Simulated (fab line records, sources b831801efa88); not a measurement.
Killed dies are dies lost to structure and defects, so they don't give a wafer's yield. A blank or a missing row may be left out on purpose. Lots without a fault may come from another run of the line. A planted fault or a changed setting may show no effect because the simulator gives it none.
A struck lot beside a sound one | flow sky130 | 44 steps out of a route of 708
Sound: wafers L414.1, L414.2, L414.4. Struck: wafers L429.1, L429.3, L429.5. The cause comes at the end.
At each step with rows: each side's tool, then ch and its chambers, then its first start. Under that, the readings that differ: sound wafers | struck wafers | difference of the means | sigmas: that difference in standard deviations of wafers without a fault.
alike: readings whose means differ by less than 2 such deviations, and words and numbers that are the same on both sides. not compared: withheld readings, readings that some wafer has no value for, bounds like >300 that may hide the same value, and numbers for which the record gives no deviation and whose values overlap.
The two part at a step that has a row with sigmas, a row that says differs or no value, or rows on one side only. Numbers that don't overlap but have no deviation are shown without sigmas and don't part them. A reading that every wafer of one side lacks parts them only if that side has two wafers or more.

first, 5 steps without rows for these wafers: SKY_FIELD_ISO_WET_ETCH_18 (etches Si3N4 in H3PO4, target depth 25 nm, time 286 s); SKY_FIELD_ISO_CLEAN_19 (cleans in SC1/SC2, time 150 s); SKY_FIELD_ISO_CLEAN_20 (cleans in dHF, time 20 s); SKY_FIELD_ISO_WET_ETCH_21 (etches SiO2 in dHF, target depth 20 nm, time 400 s); SKY_FIELD_ISO_OXIDATION_22 (stabilise 600 s, purge 300 s, target thk 10 nm).
SKY_FIELD_ISO_THK_MEAS_23:
  sound on film_metro-01, day 3 17:54; struck on film_metro-02, day 7 02:34
  alike: FIELD_ISO_OXIDATION_01_THK
then, 1 step without rows for these wafers: SKY_FIELD_ISO_CVD_24 (deposits SiO2, target thk 595 nm, time 99.2 s).
SKY_FIELD_ISO_THK_MEAS_25:
  sound on film_metro-01, day 3 18:08; struck on film_metro-01, day 7 02:42
  alike: FIELD_ISO_CVD_24_THK
then, 1 step without rows for these wafers: SKY_FIELD_ISO_ANNEAL_26 (time 1800 s).
SKY_FIELD_ISO_CMP_27: polishes, stops on Si3N4, t overpolish 16 s, target thk 457.8 nm.
  sound on cmp-01 ch 0,1,2, day 3 19:45; struck on cmp-01 ch 1,2,3, day 7 06:56
  alike: motor_current_A, overpolish_run_s, time_to_endpoint_s
then, 2 steps without rows for these wafers: SKY_FIELD_ISO_WET_ETCH_28 (etches SiO2 in dHF, target depth 23.7 nm, time 47 s); SKY_FIELD_ISO_WET_ETCH_29 (etches Si3N4 in H3PO4, target depth 160 nm, time 1825 s).
SKY_FIELD_ISO_WET_ETCH_30: etches SiO2 in dHF, target depth 25 nm, time 50 s.
  sound on wet_bench-04 ch 0, day 3 20:32; struck on wet_bench-02 ch 0, day 7 08:11
  reading                                    | sound             | struck            | difference | sigmas
  run_length_s (s)                           | 76.7 76.7 76.7    | 68.7 68.7 68.7    | -8.0       | -3
  model.SiO2_of_FIELD_ISO_CVD_24.thk_nm (nm) | 406.2 405.5 403.9 | 412.4 411.5 412.4 | +6.9       |
then, 2 steps without rows for these wafers: SKY_NWELL_CLEAN_00 (cleans in SC1/SC2, time 150 s); SKY_NWELL_OXIDATION_01 (stabilise 600 s, purge 300 s, target thk 10 nm).
SKY_NWELL_THK_MEAS_02:
  sound on film_metro-01, day 3 22:00; struck on film_metro-01, day 7 10:25
  alike: NWELL_OXIDATION_THK
then, 8 steps without rows for these wafers: SKY_DNWELL_DEHYDRATE_00 (time 60 s); SKY_DNWELL_HMDS_01 (prime time 60 s); SKY_DNWELL_COAT_02 (resist thk 3000 nm); SKY_DNWELL_SOFTBAKE_03; SKY_DNWELL_EXPOSE_04 (exposes mask DNM, target cd 3000 nm); SKY_DNWELL_PEB_05; SKY_DNWELL_DEVELOP_06 (develop time 60 s); SKY_DNWELL_IMPLANT_07.
SKY_DNWELL_STRIP_08: strips in O2/N2.
  sound on plasma_asher-03 ch 0,1, day 4 15:04; struck on plasma_asher-04 ch 0,1, day 8 06:25
  reading                      | sound             | struck            | difference | sigmas
  strip_time_to_endpoint_s (s) | 36.89 36.77 36.75 | 37.19 37.11 37.12 | +0.34      | +3
  alike: drypump_motor_current_A, o2_flow_sccm, oes_product_au
  not compared: rf_hours_counter_h
SKY_DNWELL_TW_MEAS_09:
  sound on film_metro-04, day 4 15:10; struck on film_metro-04, day 8 06:31
  alike: DNWELL_TW
then, 7 steps without rows for these wafers: SKY_PWDE_DEHYDRATE_00 (time 60 s); SKY_PWDE_HMDS_01 (prime time 60 s); SKY_PWDE_COAT_02 (resist thk 3000 nm); SKY_PWDE_SOFTBAKE_03; SKY_PWDE_EXPOSE_04 (exposes mask PWDEM, target cd 840 nm); SKY_PWDE_PEB_05; SKY_PWDE_DEVELOP_06 (develop time 60 s).
SKY_PWDE_OVL_MEAS_07:
  sound on overlay-01, day 5 08:11; struck on overlay-01, day 9 03:32
  alike: PWDE_OVL
then, 1 step without rows for these wafers: SKY_PWDE_IMPLANT_08.
SKY_PWDE_STRIP_09: strips in O2/N2.
  sound on plasma_asher-02 ch 0,1, day 5 08:22; struck on plasma_asher-04 ch 0,1, day 9 03:43
  alike: drypump_motor_current_A, o2_flow_sccm, oes_product_au, strip_time_to_endpoint_s
  not compared: rf_hours_counter_h
SKY_PWDE_TW_MEAS_10:
  sound on film_metro-01, day 5 08:28; struck on film_metro-04, day 9 03:49
  alike: PWDE_TW
then, 5 steps without rows for these wafers: SKY_NWELL_DEHYDRATE_03 (time 60 s); SKY_NWELL_HMDS_04 (prime time 60 s); SKY_NWELL_COAT_05 (resist thk 3000 nm); SKY_NWELL_SOFTBAKE_06; SKY_NWELL_EXPOSE_07 (exposes mask NWM, target cd 840 nm).
-- the record jumps here: 26 days lie between the struck wafers' starts before and after (it left off in module NWELL and takes up again in module SALICIDE, whose first step shown is number 361 of the route) --
SKY_SALICIDE_CLEAN_00: cleans in HF-last, time 30 s.
  sound on wet_bench-03 ch 3, day 30 06:50; struck on wet_bench-03 ch 0, day 35 02:05
  reading                                    | sound             | struck        | difference | sigmas
  model.SiO2_of_FIELD_ISO_CVD_24.thk_nm (nm) | 359.7 358.9 357.2 | 366 365.1 366 | +7         |
-- the record jumps here: 16 days lie between the struck wafers' starts before and after (it left off in module SALICIDE and takes up again in module PAD_OPEN, whose first step shown is number 708 of the route) --
SKY_PAD_OPEN_PROBE_99:
  sound on prober-01, day 47 13:22; struck on prober-02, day 50 15:06
  reading                          | sound                         | struck                        | difference | sigmas
  model.etest.pfet_16v.r_on_ohm_um | 1.536e+04 1.518e+04 1.501e+04 | 1.544e+04 1.543e+04 1.565e+04 | +3.233e+02 |
  alike: killed_at_M0_to_M3, killed_at_M4_up, killed_at_contacts, killed_at_front_end, killed_at_other, killed_dies, killed_open, killed_short
  not compared: model.etest.field_n.vt_v, model.etest.sram_nfet_pass.off_log10_a_um

WHERE THEY PART
First at SKY_FIELD_ISO_WET_ETCH_30; last, within this record, at SKY_DNWELL_STRIP_08. Later steps at which nothing parts them and some readings are alike: SKY_DNWELL_TW_MEAS_09, SKY_PWDE_OVL_MEAS_07, SKY_PWDE_STRIP_09, SKY_PWDE_TW_MEAS_10, SKY_PAD_OPEN_PROBE_99.

WHY: what the simulator had put in
Process parameter drift: wet_bench-02, from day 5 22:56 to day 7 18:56, at SKY_FIELD_ISO_WET_ETCH_30. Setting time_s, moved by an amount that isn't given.
